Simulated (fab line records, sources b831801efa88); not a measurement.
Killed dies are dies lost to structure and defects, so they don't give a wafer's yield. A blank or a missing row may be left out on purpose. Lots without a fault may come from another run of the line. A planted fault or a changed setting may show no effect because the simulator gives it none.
One fault seen from 2 desks | flow sky130 | each desk has only its own numbers; what lay behind them comes last

THE METROLOGY DESK
What the gauges read, lot by lot, whatever tool the lot ran on: means of the sampled wafers that have a number. A lot is out of limits, marked OUT, if its mean lies more than 4 standard deviations from the usual mean; the brackets give that distance.
Columns: A = cd_nm at SKY_VIA2_CD_MEAS_12, usual 199.8 nm
lot  | first seen here | A
L873 | day 38 04:37    | 200.9
L871 | day 38 05:55    | 200.1
L874 | day 38 20:11    | 201.0
L876 | day 39 08:17    | 198.7
L878 | day 40 00:00    | 199.5
L879 | day 40 04:02    | 198.9
L880 | day 40 07:16    | 200.7
L881 | day 40 16:07    | 200.3
L882 | day 41 08:16    | 200.0
L886 | day 42 00:45    | 194.9 (-4.5) OUT
L888 | day 42 09:52    | 197.1
This desk's finding: out of limits on L886; first on L886, day 42 00:45 (cd_nm at SKY_VIA2_CD_MEAS_12). In limits: L873, L871, L874, L876, L878, L879, L880, L881, L882, L888.

THE TOOL OWNER'S DESK: krf_scanner-01
The tool's own readings at SKY_VIA2_EXPOSE_09 (exposes mask VIM2, target cd 200 nm): means of the sampled wafers that have a number, for each lot that ran on this tool. A lot is out of limits, marked OUT, if its mean lies more than 4 standard deviations from the usual mean; the brackets give that distance.
Columns: A = exposure_dose_mJ_cm2 at SKY_VIA2_EXPOSE_09, usual 38.06; B = focus_offset_nm at SKY_VIA2_EXPOSE_09, usual 0.0 nm
lot  | first seen here | A                | B
L871 | day 37 16:34    | 37.95            | -0.0
L876 | day 38 19:25    | 37.95            | -0.1
L878 | day 39 10:45    | 37.95            | -0.0
L879 | day 39 15:17    | 37.93            | 0.0
L880 | day 39 18:23    | 37.94            | 0.1
L882 | day 40 20:07    | 37.96            | 0.2
L886 | day 41 12:37    | 37.04 (-5.6) OUT | 0.4
L888 | day 41 21:57    | 37.09 (-5.4) OUT | -0.0
This desk's finding: out of limits on L886, L888; first on L886, day 41 12:37 (exposure_dose_mJ_cm2 at SKY_VIA2_EXPOSE_09). In limits: L871, L876, L878, L879, L880, L882.

PUT TOGETHER
The tool owner's desk could have raised an alarm at day 41 12:37, on L886, L888.
The metrology desk could have raised an alarm at day 42 00:45, on L886.
The metrology desk has L888 on record, within its limits.
Of the lots named, all ran SKY_VIA2_EXPOSE_09 on krf_scanner-01.

WHAT THE SIMULATOR HAD PUT IN
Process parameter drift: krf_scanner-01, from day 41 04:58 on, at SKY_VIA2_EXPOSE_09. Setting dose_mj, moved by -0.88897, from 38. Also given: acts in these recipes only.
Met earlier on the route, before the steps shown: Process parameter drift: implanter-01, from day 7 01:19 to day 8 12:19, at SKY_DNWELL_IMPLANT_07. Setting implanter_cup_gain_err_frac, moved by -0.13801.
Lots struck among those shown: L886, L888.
Hours from the fault's start to each desk's first reading out of limits: the tool owner's desk, 8; the metrology desk, 20.
